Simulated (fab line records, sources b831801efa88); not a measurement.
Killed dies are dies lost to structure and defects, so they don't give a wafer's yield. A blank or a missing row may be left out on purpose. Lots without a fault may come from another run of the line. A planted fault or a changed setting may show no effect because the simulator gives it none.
fab line records | flow sky130
record lots=24 wafers=72 last_day=50
route steps=708 shown POLY_GATE@228 LDD_HVP@288 SD_P@328 CONTACT@422 VIA2@528
lots that met no fault: from a run of the same line without faults
start_h: hours from the record's first day to the start of the lot's first wafer shown | wait_h: hours since the lot's step before | " the same as in the row above | L1.1+2: a row that stands for several wafers | - no value, or no start given | * or withheld: withheld | < > ~ a bound
route shown NAME@n: a module of which the file shows steps, and the number in the route of the first | usual: mean/standard deviation of fault-free wafers | same: alike in all rows | chamber/n: place in a boat | sites: the reading at each site | _std_site: their standard deviation | _edge_site: outer sites' mean less inner sites' | radius_mm: how far each site lies from the wafer's centre | mask NAME#n: copy n | behind: the tool/chamber that last shaped the wafer | hold: why the lot was held/for how many hours/how that ended | device: the transistor (n, p or np) that didn't switch | end of line: the same wafers' tests at the end of the route | a step without rows: its recipe alone | killed: dies lost to structure and defects at the first sort, not the wafer's yield | map: a wafer's dies, x killed, . not, _ none there
set.NAME: the setting as run; set.NAME@STEP: as run at that earlier step | model.NAME: the simulator's own value behind a step, which no gauge read
steps of the route over a sample of lots; a table a step, a row a wafer
services: from which hour (start_h, from the record's first day; less than 0 if before it) a tool's chamber was out of use, for how many hours, and why
## steps
# step SKY_POLY_GATE_OVL_MEAS_14
# usual POLY_GATE_OVL=-3/6.3
# columns lot.wafer tool chamber start_h wait_h POLY_GATE_OVL[nm]
L074.1 overlay-02 - 367.40 0.1 0
L074.3 " - " " -7
L074.6 " - " " -4
L075.1 overlay-01 - 371.99 0.1 3
L075.3 " - " " 12
L075.6 " - " " -1
L076.1 overlay-01 - 380.39 0.1 -7
L076.3 " - " " -12
L076.4 " - " " -7
L077.1 overlay-02 - 401.19 0.1 1
L077.2 " - " " 0
L077.5 " - " " -17
L078.1 overlay-01 - 401.30 0.1 -11
L078.3 " - " " -10
L078.6 " - " " -11
L079.3 overlay-02 - 420.95 0.1 15
L079.4 " - " " 8
L079.5 " - " " 2
L080.2 overlay-01 - 431.98 0.1 6
L080.3 " - " " 7
L080.4 " - " " 5
L081.1 overlay-01 - 447.00 0.1 -5
L081.2 " - " " -11
L081.6 " - " " -3
L082.1 overlay-01 - 448.84 0.1 -1
L082.2 " - " " -5
L082.3 " - " " -2
L083.3 overlay-01 - 458.70 0.1 -1
L083.4 " - " " -3
L083.5 " - " " -5
L084.4 overlay-01 - 466.96 0.1 4
L084.5 " - " " -4
L084.6 " - " " 4
L085.1 overlay-01 - 475.92 0.1 -3
L085.3 " - " " -5
L085.6 " - " " -17
L086.3 overlay-02 - 494.21 0.1 -1
L086.4 " - " " -4
L086.6 " - " " 2
L087.1 overlay-02 - 495.80 0.1 -7
L087.3 " - " " -6
L087.6 " - " " -10
L088.1 overlay-01 - 510.47 0.1 -5
L088.3 " - " " -2
L088.4 " - " " -4
L090.1 overlay-02 - 520.67 0.1 -4
L090.2 " - " " -8
L090.3 " - " " -4
L089.3 overlay-02 - 522.96 0.1 -2
L089.4 " - " " -12
L089.5 " - " " -14
L091.3 overlay-02 - 524.50 0.1 -3
L091.5 " - " " -1
L091.6 " - " " -2
L092.2 overlay-01 - 535.64 0.1 -10
L092.3 " - " " -19
L092.4 " - " " -11
L093.2 overlay-02 - 538.75 0.1 9
L093.5 " - " " 9
L093.6 " - " " 11
L095.2 overlay-02 - 554.44 0.1 0
L095.4 " - " " -7
L095.5 " - " " -9
L094.1 overlay-01 - 561.42 0.1 -4
L094.4 " - " " -4
L094.5 " - " " 5
L096.1 overlay-01 - 569.69 0.1 5
L096.5 " - " " 9
L096.6 " - " " -1
L097.3 overlay-02 - 570.03 0.1 -6
L097.4 " - " " -5
L097.6 " - " " -6
# step SKY_LDD_HVP_TW_MEAS_10
# usual LDD_HVP_TW=451/6.6
# columns lot.wafer tool chamber start_h wait_h LDD_HVP_TW
L074.1 film_metro-02 - 495.48 0.1 454
L074.3 " - " " 459
L074.6 " - " " 458
L075.1 film_metro-02 - 497.25 0.1 455
L075.3 " - " " 455
L075.6 " - " " 457
L076.1 film_metro-03 - 512.03 0.1 464
L076.3 " - " " 463
L076.4 " - " " 466
L077.1 film_metro-02 - 530.40 0.1 452
L077.2 " - " " 449
L077.5 " - " " 452
L078.1 film_metro-02 - 531.36 0.1 451
L078.3 " - " " 449
L078.6 " - " " 450
L079.3 film_metro-02 - 548.73 0.1 454
L079.4 " - " " 453
L079.5 " - " " 451
L080.2 film_metro-01 - 557.74 0.1 447
L080.3 " - " " 446
L080.4 " - " " 445
L081.1 film_metro-01 - 572.66 0.1 447
L081.2 " - " " 446
L081.6 " - " " 446
L082.1 film_metro-01 - 572.88 0.1 446
L082.2 " - " " 443
L082.3 " - " " 446
L083.3 film_metro-02 - 583.35 0.1 450
L083.4 " - " " 453
L083.5 " - " " 453
L084.4 film_metro-02 - 589.16 0.1 452
L084.5 " - " " 453
L084.6 " - " " 454
L085.1 film_metro-03 - 602.11 0.1 463
L085.3 " - " " 463
L085.6 " - " " 461
L086.3 film_metro-01 - 615.72 0.1 443
L086.4 " - " " 445
L086.6 " - " " 445
L087.1 film_metro-01 - 617.10 0.1 444
L087.3 " - " " 445
L087.6 " - " " 441
L088.1 film_metro-02 - 632.66 0.1 454
L088.3 " - " " 454
L088.4 " - " " 454
L090.1 film_metro-01 - 641.38 0.1 448
L090.2 " - " " 445
L090.3 " - " " 448
L089.3 film_metro-02 - 641.87 0.1 452
L089.4 " - " " 451
L089.5 " - " " 452
L091.3 film_metro-01 - 644.90 0.1 445
L091.5 " - " " 442
L091.6 " - " " 444
L092.2 film_metro-01 - 654.86 0.1 442
L092.3 " - " " 441
L092.4 " - " " 444
L093.2 film_metro-03 - 658.74 0.1 463
L093.5 " - " " 466
L093.6 " - " " 468
L095.2 film_metro-02 - 673.27 0.1 455
L095.4 " - " " 457
L095.5 " - " " 455
L094.1 film_metro-01 - 681.75 0.1 445
L094.4 " - " " 445
L094.5 " - " " 443
L097.3 film_metro-01 - 687.77 0.1 444
L097.4 " - " " 444
L097.6 " - " " 445
L096.1 film_metro-02 - 688.61 0.1 455
L096.5 " - " " 453
L096.6 " - " " 455
# step SKY_SD_P_OVL_MEAS_08
# usual SD_P_OVL=-1.0/1.3
# columns lot.wafer tool chamber start_h wait_h SD_P_OVL[nm]
L074.1 overlay-02 - 586.14 0.1 -0.4
L074.3 " - " " -0.6
L074.6 " - " " -2.3
L075.1 overlay-01 - 589.00 0.1 -0.4
L075.3 " - " " -0.6
L075.6 " - " " -1.4
L076.1 overlay-02 - 607.45 0.1 -1.8
L076.3 " - " " -1.3
L076.4 " - " " -2.0
L077.1 overlay-01 - 621.59 0.1 -2.1
L077.2 " - " " -0.4
L077.5 " - " " -0.9
L078.1 overlay-02 - 623.69 0.1 -1.9
L078.3 " - " " -0.7
L078.6 " - " " 1.7
L079.3 overlay-02 - 637.97 0.1 -1.4
L079.4 " - " " -1.7
L079.5 " - " " 0.0
L080.2 overlay-02 - 645.99 0.1 -2.5
L080.3 " - " " -1.6
L080.4 " - " " -1.3
L081.1 overlay-01 - 662.05 0.1 -2.9
L081.2 " - " " -0.1
L081.6 " - " " -1.3
L082.1 overlay-02 - 662.29 0.1 -2.2
L082.2 " - " " 0.3
L082.3 " - " " -1.0
L083.3 overlay-02 - 671.61 0.1 -1.2
L083.4 " - " " -2.5
L083.5 " - " " -1.0
L084.4 overlay-01 - 678.11 0.1 -0.8
L084.5 " - " " -0.9
L084.6 " - " " -2.7
L085.1 overlay-01 - 689.64 0.1 0.6
L085.3 " - " " -0.8
L085.6 " - " " -1.5
L086.3 overlay-02 - 704.41 0.1 -3.2
L086.4 " - " " -5.4
L086.6 " - " " -3.5
L087.1 overlay-02 - 705.25 0.1 0.6
L087.3 " - " " -2.1
L087.6 " - " " -1.0
L088.1 overlay-02 - 720.84 0.1 -0.3
L088.3 " - " " 0.6
L088.4 " - " " -1.7
L090.1 overlay-02 - 727.90 0.1 -2.3
L090.2 " - " " -2.9
L090.3 " - " " -2.0
L089.3 overlay-02 - 729.62 0.1 -2.0
L089.4 " - " " 1.0
L089.5 " - " " -1.8
L091.3 overlay-01 - 731.35 0.1 -2.7
L091.5 " - " " 0.6
L091.6 " - " " 0.8
L092.2 overlay-02 - 742.74 0.1 -2.4
L092.3 " - " " -1.8
L092.4 " - " " -3.1
L093.2 overlay-01 - 746.76 0.1 0.8
L093.5 " - " " 0.9
L093.6 " - " " -0.5
L095.2 overlay-02 - 758.46 0.1 -0.3
L095.4 " - " " 0.3
L095.5 " - " " -0.4
L094.1 overlay-02 - 766.94 0.1 0.3
L094.4 " - " " -0.2
L094.5 " - " " -0.2
L097.3 overlay-02 - 772.56 0.1 -0.2
L097.4 " - " " 0.5
L097.6 " - " " -0.3
L096.1 overlay-02 - 774.19 0.1 -2.3
L096.5 " - " " -1.3
L096.6 " - " " -1.3
# step SKY_CONTACT_ETCH_16
# recipe chemistry=N2/H2 target=BARC ion_energy_ev=200 source_w=500 bias_w=100 pressure_mtorr=30 n2_flow_sccm=100 h2_flow_sccm=200 stop_on=SiO2 time_s=45.9 target_depth_a=600
# usual drypump_motor_current_A=5.6/0.54 oes_product_au=0.855/0.0045 throttle_valve_pct=13.224/0.0088
# columns lot.wafer tool chamber start_h wait_h drypump_motor_current_A oes_product_au rf_hours_counter_h throttle_valve_pct
L074.1 rie_diel-03 2 734.15 0.0 5.2 0.860 15 13.221
L074.3 " 0 " " 5.5 0.856 16 13.231
L074.6 " 1 " " 4.9 0.854 - 13.223
L075.1 rie_diel-01 1 737.60 0.0 6.1 0.860 0 13.238
L075.3 " 3 " " 6.1 0.857 30 13.237
L075.6 " 2 " " 6.3 0.855 - 13.213
L076.1 rie_diel-01 1 754.28 0.0 6.1 0.849 1 13.239
L076.3 " 2 " " 6.3 0.857 8 13.235
L076.4 " 1 " " 6.1 0.858 - 13.222
L077.1 rie_diel-03 2 767.09 0.0 5.1 0.852 16 13.220
L077.2 " 3 " " 6.2 0.858 17 13.225
L077.5 " 0 " " 5.5 0.853 - 13.235
L078.1 rie_diel-03 2 769.33 0.0 5.1 0.853 16 13.228
L078.3 " 1 " " 4.9 0.849 17 13.222
L078.6 " 0 " " 5.5 0.860 - 13.228
L079.3 rie_diel-03 3 782.25 0.0 6.2 0.858 18 13.214
L079.4 " 1 " " 4.9 0.853 17 13.201
L079.5 " 3 " " 6.2 0.848 - 13.229
L080.2 rie_diel-02 3 789.97 0.0 5.2 0.858 15 13.225
L080.3 " 0 " " 5.0 0.861 1 13.216
L080.4 " 1 " " 6.6 0.854 14 13.218
L081.1 rie_diel-01 1 805.00 0.0 6.1 0.851 3 13.221
L081.2 " 0 " " 6.0 0.856 11 13.231
L081.6 " 0 " " 6.0 0.852 - 13.220
L082.1 rie_diel-02 0 806.55 0.0 5.0 0.858 2 13.231
L082.2 " 3 " " 5.2 0.855 15 13.217
L082.3 " 2 " " 5.5 0.850 23 13.226
L083.3 rie_diel-03 0 812.25 0.0 5.5 0.853 18 13.229
L083.4 " 2 " " 5.1 0.860 17 13.221
L083.5 " 2 " " 5.1 0.857 - 13.225
L084.4 rie_diel-03 2 819.63 0.0 5.1 0.846 17 13.235
L084.5 " 1 " " 4.9 0.850 - 13.221
L084.6 " 2 " " 5.1 0.853 - 13.237
L085.1 rie_diel-03 2 829.40 0.0 5.2 0.861 18 13.213
L085.3 " 0 " " 5.5 0.856 18 13.230
L085.6 " 2 " " 5.1 0.858 - 13.219
L086.3 rie_diel-01 0 843.93 0.0 6.0 0.852 12 13.217
L086.4 " 2 " " 6.3 0.846 - 13.216
L086.6 " 0 " " 6.0 0.861 - 13.210
L087.1 rie_diel-03 1 844.61 0.0 4.9 0.864 19 13.227
L087.3 " 2 " " 5.2 0.854 18 13.230
L087.6 " 2 " " 5.1 0.852 - 13.212
L088.1 rie_diel-03 3 859.23 0.0 6.1 0.855 20 13.220
L088.3 " 1 " " 4.9 0.859 20 13.221
L088.4 " 2 " " 5.2 0.847 19 13.232
L090.1 rie_diel-02 2 863.82 0.0 5.5 0.856 24 13.218
L090.2 " 0 " " 5.0 0.854 3 13.227
L090.3 " 3 " " 5.2 0.857 16 13.216
L089.3 rie_diel-02 1 865.82 0.0 6.6 0.851 16 13.223
L089.4 " 2 " " 5.5 0.854 - 13.229
L089.5 " 1 " " 6.6 0.860 - 13.209
L091.3 rie_diel-03 1 867.83 0.0 4.9 0.856 20 13.227
L091.5 " 2 " " 5.1 0.861 - 13.231
L091.6 " 1 " " 4.9 0.850 - 13.209
L092.2 rie_diel-01 2 879.35 0.0 6.3 0.855 12 13.230
L092.3 " 0 " " 6.0 0.856 14 13.221
L092.4 " 1 " " 6.1 0.857 6 13.215
L093.2 rie_diel-03 2 883.68 0.0 5.1 0.851 20 13.222
L093.5 " 3 " " 6.2 0.853 - 13.226
L093.6 " 2 " " 5.1 0.855 - 13.213
L095.2 rie_diel-02 0 893.30 0.0 5.0 0.851 5 13.230
L095.4 " 2 " " 5.5 0.856 25 13.226
L095.5 " 2 " " 5.5 0.853 - 13.230
L094.1 rie_diel-02 3 901.22 0.0 5.2 0.855 18 13.240
L094.4 " 0 " " 5.0 0.858 5 13.222
L094.5 " 2 " " 5.5 0.852 - 13.226
L097.3 rie_diel-01 2 908.63 0.0 6.3 0.854 13 13.229
L097.4 " 0 " " 6.0 0.858 15 13.230
L097.6 " 3 " " 6.2 0.851 - 13.227
L096.1 rie_diel-03 3 909.68 0.0 6.1 0.860 21 13.212
L096.5 " 0 " " 5.5 0.855 - 13.226
L096.6 " 3 " " 6.1 0.847 - 13.214
# step SKY_VIA2_CVD_21
# recipe material=W target_thk_nm=420 time_s=126.4 temp_c=400 pressure_torr=40
# usual heater_power_w=910/48
# columns lot.wafer tool chamber start_h wait_h heater_power_w since_wet_clean_h
L074.1 cvd_w-02 1 847.74 0.0 952 444
L074.3 " 0 " " 884 -
L074.6 " 0 " " 917 -
L075.1 cvd_w-02 0 851.76 0.0 909 448
L075.3 " 0 " " 903 -
L075.6 " 0 " " 902 -
L076.1 cvd_w-02 0 867.12 0.0 921 463
L076.3 " 0 " " 900 -
L076.4 " 1 " " 951 -
L077.1 cvd_w-02 0 879.76 0.0 915 476
L077.2 " 1 " " 905 476
L077.5 " 1 " " 956 -
L078.1 cvd_w-02 1 881.19 0.0 947 477
L078.3 " 1 " " 937 -
L078.6 " 1 " " 937 -
L079.3 cvd_w-02 0 893.26 0.1 896 -
L079.4 " 1 " " 958 -
L079.5 " 1 " " 972 -
L080.2 cvd_w-01 1 901.37 0.0 849 997
L080.3 " 1 " " 848 -
L080.4 " 0 " " 927 -
L081.1 cvd_w-02 0 914.97 0.0 903 511
L081.2 " 1 " " 958 511
L081.6 " 0 " " 903 -
L082.1 cvd_w-02 0 917.84 0.0 896 514
L082.2 " 1 " " 915 514
L082.3 " 1 " " 948 -
L083.3 cvd_w-01 1 922.14 0.1 833 -
L083.4 " 0 " " 857 -
L083.5 " 1 " " 803 -
L084.4 cvd_w-01 0 929.95 0.1 847 -
L084.5 " 0 " " 846 -
L084.6 " 1 " " 799 -
L085.1 cvd_w-02 0 938.92 0.0 929 535
L085.3 " 0 " " 934 -
L085.6 " 0 " " 897 -
L086.3 cvd_w-01 1 951.42 0.1 805 -
L086.4 " 0 " " 846 -
L086.6 " 1 " " 809 -
L087.1 cvd_w-02 0 951.60 0.0 912 548
L087.3 " 1 " " 965 -
L087.6 " 1 " " 952 -
L088.1 cvd_w-02 0 967.22 0.0 925 563
L088.3 " 0 " " 944 -
L088.4 " 1 " " 956 -
L090.1 cvd_w-02 1 970.82 0.0 920 567
L090.2 " 0 " " 925 567
L090.3 " 1 " " 946 -
L089.3 cvd_w-02 0 972.08 0.1 918 -
L089.4 " 1 " " 946 -
L089.5 " 0 " " 927 -
L091.3 cvd_w-01 1 973.95 0.1 796 -
L091.5 " 0 " " 852 -
L091.6 " 1 " " 809 -
L092.2 cvd_w-02 1 986.69 0.0 961 583
L092.3 " 0 " " 935 -
L092.4 " 1 " " 928 -
L093.2 cvd_w-02 1 988.54 0.0 932 584
L093.5 " 0 " " 919 -
L093.6 " 1 " " 958 -
L095.2 cvd_w-02 0 1001.33 0.0 919 597
L095.4 " 1 " " 955 -
L095.5 " 1 " " 932 -
L094.1 cvd_w-02 0 1005.84 0.0 925 602
L094.4 " 0 " " 949 -
L094.5 " 0 " " 930 -
L097.3 cvd_w-02 0 1012.86 0.1 918 -
L097.4 " 1 " " 973 -
L097.6 " 0 " " 914 -
L096.1 cvd_w-01 1 1013.52 0.0 816 96
L096.5 " 0 " " 871 -
L096.6 " 1 " " 795 -
# step SKY_VIA2_RS_MEAS_22
# recipe thk_meas_gauge=four-point-probe reads=W_of_VIA2_CVD_21+TiN_of_VIA2_SPUTTER_20
# usual VIA2_W_RS=0.275/0.0037
# columns lot.wafer tool chamber start_h wait_h VIA2_W_RS[ohm/sq]
L074.1 film_metro-04 - 847.87 0.1 0.276
L074.3 " - " " 0.273
L074.6 " - " " 0.273
L075.1 film_metro-03 - 851.90 0.1 0.278
L075.3 " - " " 0.278
L075.6 " - " " 0.278
L076.1 film_metro-04 - 867.25 0.1 0.273
L076.3 " - " " 0.273
L076.4 " - " " 0.273
L077.1 film_metro-03 - 879.89 0.1 0.275
L077.2 " - " " 0.279
L077.5 " - " " 0.279
L078.1 film_metro-03 - 881.32 0.1 0.280
L078.3 " - " " 0.274
L078.6 " - " " 0.279
L079.3 film_metro-03 - 893.38 0.1 0.271
L079.4 " - " " 0.277
L079.5 " - " " 0.276
L080.2 film_metro-03 - 901.52 0.1 0.272
L080.3 " - " " 0.271
L080.4 " - " " 0.278
L081.1 film_metro-03 - 915.10 0.1 0.272
L081.2 " - " " 0.277
L081.6 " - " " 0.273
L082.1 film_metro-04 - 917.97 0.1 0.274
L082.2 " - " " 0.275
L082.3 " - " " 0.282
L083.3 film_metro-03 - 922.26 0.1 0.270
L083.4 " - " " 0.274
L083.5 " - " " 0.274
L084.4 film_metro-02 - 930.10 0.1 0.270
L084.5 " - " " 0.269
L084.6 " - " " 0.269
L085.1 film_metro-03 - 939.05 0.1 0.275
L085.3 " - " " 0.274
L085.6 " - " " 0.277
L086.3 film_metro-04 - 951.55 0.1 0.273
L086.4 " - " " 0.274
L086.6 " - " " 0.275
L087.1 film_metro-02 - 951.73 0.1 0.274
L087.3 " - " " 0.277
L087.6 " - " " 0.279
L088.1 film_metro-04 - 967.36 0.1 0.273
L088.3 " - " " 0.273
L088.4 " - " " 0.275
L090.1 film_metro-03 - 970.96 0.1 0.277
L090.2 " - " " 0.274
L090.3 " - " " 0.278
L089.3 film_metro-04 - 972.20 0.1 0.278
L089.4 " - " " 0.279
L089.5 " - " " 0.281
L091.3 film_metro-02 - 974.08 0.1 0.265
L091.5 " - " " 0.265
L091.6 " - " " 0.265
L092.2 film_metro-04 - 986.84 0.1 0.271
L092.3 " - " " 0.276
L092.4 " - " " 0.274
L093.2 film_metro-03 - 988.69 0.1 0.277
L093.5 " - " " 0.276
L093.6 " - " " 0.275
L095.2 film_metro-02 - 1001.48 0.1 0.272
L095.4 " - " " 0.274
L095.5 " - " " 0.273
L094.1 film_metro-03 - 1005.97 0.1 0.278
L094.4 " - " " 0.282
L094.5 " - " " 0.279
L097.3 film_metro-03 - 1012.99 0.1 0.277
L097.4 " - " " 0.278
L097.6 " - " " 0.277
L096.1 film_metro-04 - 1013.65 0.1 0.272
L096.5 " - " " 0.268
L096.6 " - " " 0.266
## services
# columns tool chamber start_h hours kind
cvd_w-01 0 713.60 9.9 repair
rie_diel-01 0 715.21 4.3 repair
rie_diel-01 - 717.78 0.1 repair
cvd_w-01 - 726.57 2.8 pm
cvd_w-02 0 735.94 5.2 repair
rie_diel-01 - 739.25 0.5 repair
rie_diel-01 3 743.18 12.9 repair
rie_diel-03 0 743.29 3.9 repair
cvd_w-02 1 745.59 8.3 repair
rie_diel-01 2 760.27 23.5 repair
rie_diel-02 1 762.24 7.3 repair
rie_diel-01 3 777.20 4.4 repair
rie_diel-01 3 786.19 15.9 repair
rie_diel-01 2 800.74 11.3 repair
rie_diel-02 - 822.75 14.6 pm
rie_diel-01 - 829.38 1.8 repair
rie_diel-03 3 830.92 19.2 repair
rie_diel-03 2 848.33 6.5 repair
rie_diel-02 3 865.65 3.8 repair
cvd_w-01 0 874.29 14.7 repair
cvd_w-01 1 875.63 6.7 repair
rie_diel-01 1 897.52 3.9 repair
rie_diel-03 - 915.03 7.1 repair
rie_diel-03 2 960.10 13.6 repair
## key
fault none
